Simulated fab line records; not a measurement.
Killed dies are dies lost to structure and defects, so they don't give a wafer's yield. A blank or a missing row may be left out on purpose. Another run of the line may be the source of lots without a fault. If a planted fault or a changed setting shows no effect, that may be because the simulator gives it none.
Which tool was responsible? | flow sky130 | at 1 step of a route of 708, 6 lots with 18 wafers sampled

WHAT THE GAUGES READ, wafer by wafer
SKY_VT_ADJUST_HVTP_CD_MEAS_07: target cd 380 nm.
lot  | measured     | on        | cd nm (nm)
L582 | day 7 01:19  | cd sem-01 | 376.6 376.9 377.1
L584 | day 7 05:53  | cd sem-02 | 378.4 379.6 380.2
L588 | day 7 23:21  | cd sem-01 | 377.0 377.4 377.9
L596 | day 10 02:31 | cd sem-02 | 380.3 381.1 380.2
L600 | day 11 08:23 | cd sem-02 | 380.0 380.8 376.4
L602 | day 11 21:30 | cd sem-02 | 381.4 383.6 383.6

EACH LOT AND THE TOOL THAT RAN IT (in order: tool; ch and the chambers of the sampled wafers; start)
There is no process step in the record ahead of these readings.

THE ANSWER, worked out from the rows above alone
Rule: the lots themselves supply what counts as usual. The widest of any qualifying gaps counts: lots, ordered by their means at a reading, are off when they make up no more than a third of the lots, leave a main group of 4 or more, and stand apart from it by 3 or more times the standard deviation of that group's means. Not used: any main group whose means are identical at the precision the tables above print for the reading. Also off: a lot with no number at a reading for which 4 or more lots have one. Where the step has rows for the other lots, those lots are counted as sound.
Across all readings shown, no lot is off: no conclusion can be drawn from this.

WHAT THE SIMULATOR HAD PUT IN
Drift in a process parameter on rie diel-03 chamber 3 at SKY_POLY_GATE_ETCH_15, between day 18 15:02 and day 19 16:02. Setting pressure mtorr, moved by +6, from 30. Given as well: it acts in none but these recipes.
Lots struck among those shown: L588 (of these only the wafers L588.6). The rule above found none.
